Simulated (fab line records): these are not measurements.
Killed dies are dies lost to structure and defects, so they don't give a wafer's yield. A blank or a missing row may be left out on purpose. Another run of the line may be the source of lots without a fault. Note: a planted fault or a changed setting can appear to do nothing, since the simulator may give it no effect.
Matching of chambers :: flow gf180mcu :: cmp-01 running GF_V2_CMP_04: 4 sister chambers
The step polishes SiO2. 22 wafers are shown with their chamber, then 11 later ones without.

WAFERS, EACH WITH ITS CHAMBER
wafer: L709.4
chamber: 3
motorCurrentA (A): 12.0
timeToEndpointS (s): 90

wafer: L709.5
chamber: 0
motorCurrentA (A): 12.8
timeToEndpointS (s): 91

wafer: L709.6
chamber: 1
motorCurrentA (A): 11.7
timeToEndpointS (s): 89

wafer: L710.2
chamber: 3
motorCurrentA (A): 11.9
timeToEndpointS (s): 73

wafer: L710.4
chamber: 2
motorCurrentA (A): 10.4
timeToEndpointS (s): 82

wafer: L710.5
chamber: 1
motorCurrentA (A): 11.0
timeToEndpointS (s): 75

wafer: L711.4
chamber: 1
motorCurrentA (A): 10.9
timeToEndpointS (s): 88

wafer: L711.5
chamber: 2
motorCurrentA (A): 11.3
timeToEndpointS (s): 90

wafer: L711.6
chamber: 3
motorCurrentA (A): 12.2
timeToEndpointS (s): 86

wafer: L716.1
chamber: 1
motorCurrentA (A): 10.8
timeToEndpointS (s): 71

wafer: L716.4
chamber: 0
motorCurrentA (A): 11.6
timeToEndpointS (s): 72

wafer: L716.5
chamber: 2
motorCurrentA (A): 11.3
timeToEndpointS (s): 83

wafer: L718.4
chamber: 1
motorCurrentA (A): 11.2
timeToEndpointS (s): 82

wafer: L718.5
chamber: 2
motorCurrentA (A): 11.4
timeToEndpointS (s): 82

wafer: L718.6
chamber: 3
motorCurrentA (A): 11.5
timeToEndpointS (s): 83

wafer: L720.2
chamber: 1
motorCurrentA (A): 11.0
timeToEndpointS (s): 75

wafer: L720.3
chamber: 2
motorCurrentA (A): 11.0
timeToEndpointS (s): 75

wafer: L720.5
chamber: 3
motorCurrentA (A): 11.6
timeToEndpointS (s): 79

wafer: L722.2
chamber: 1
motorCurrentA (A): 11.2
timeToEndpointS (s): 78

wafer: L722.3
chamber: 2
motorCurrentA (A): 11.0
timeToEndpointS (s): 79

wafer: L722.5
chamber: 2
motorCurrentA (A): 11.2
timeToEndpointS (s): 78

wafer: L723.2
chamber: 1
motorCurrentA (A): 10.7
timeToEndpointS (s): 86

SIGNATURES (averages over the wafers above)
reading: motorCurrentA
chamber 0: 12.200
chamber 1: 11.062
chamber 2: 11.086
chamber 3: 11.840
scatter within a chamber: 0.367

reading: timeToEndpointS
chamber 0: 81.50
chamber 1: 80.50
chamber 2: 81.29
chamber 3: 82.20
scatter within a chamber: 6.69
Rule: distance of a wafer from a chamber = root of the sum over the readings of ((wafer's reading minus chamber's mean) / reading's scatter) squared. If the next closest chamber is less than 2 further off than the closest, the wafer can't be placed; otherwise it belongs to the closest. The scatter: the root of (the sum of the squares of (reading less its chamber's mean) over the shown wafers, divided by (wafers less chambers)).

WAFERS WITHOUT THEIR CHAMBER
wafer: L723.4
motorCurrentA (A): 12.9
timeToEndpointS (s): 88

wafer: L723.6
motorCurrentA (A): 12.8
timeToEndpointS (s): 86

wafer: L724.1
motorCurrentA (A): 11.0
timeToEndpointS (s): 77

wafer: L724.3
motorCurrentA (A): 11.7
timeToEndpointS (s): 77

wafer: L724.5
motorCurrentA (A): 11.1
timeToEndpointS (s): 84

wafer: L729.1
motorCurrentA (A): 11.3
timeToEndpointS (s): 78

wafer: L729.5
motorCurrentA (A): 11.3
timeToEndpointS (s): 83

wafer: L729.6
motorCurrentA (A): 11.1
timeToEndpointS (s): 78

wafer: L730.2
motorCurrentA (A): 10.3
timeToEndpointS (s): 72

wafer: L730.3
motorCurrentA (A): 12.7
timeToEndpointS (s): 67

wafer: L730.6
motorCurrentA (A): 13.0
timeToEndpointS (s): 77

WHICH CHAMBER EACH WENT THROUGH
wafer: L723.4
from the rows above: can't be placed: 0 or 3
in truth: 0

wafer: L723.6
from the rows above: can't be placed: 0 or 3
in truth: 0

wafer: L724.1
from the rows above: can't be placed: 1 or 2 or 3
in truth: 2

wafer: L724.3
from the rows above: can't be placed: 3 or 0 or 2 or 1
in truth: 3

wafer: L724.5
from the rows above: can't be placed: 2 or 1 or 3
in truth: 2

wafer: L729.1
from the rows above: can't be placed: 1 or 2 or 3 or 0
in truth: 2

wafer: L729.5
from the rows above: can't be placed: 2 or 1 or 3 or 0
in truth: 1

wafer: L729.6
from the rows above: can't be placed: 1 or 2 or 3
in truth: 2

wafer: L730.2
from the rows above: can't be placed: 1 or 2
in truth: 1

wafer: L730.3
from the rows above: can't be placed: 0 or 3
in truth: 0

wafer: L730.6
from the rows above: can't be placed: 0 or 3
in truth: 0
Correct placement for 0 of the 11. From these rows, 11 cannot be placed; in 11 the true chamber is one of the candidates. 0 placed wrongly.
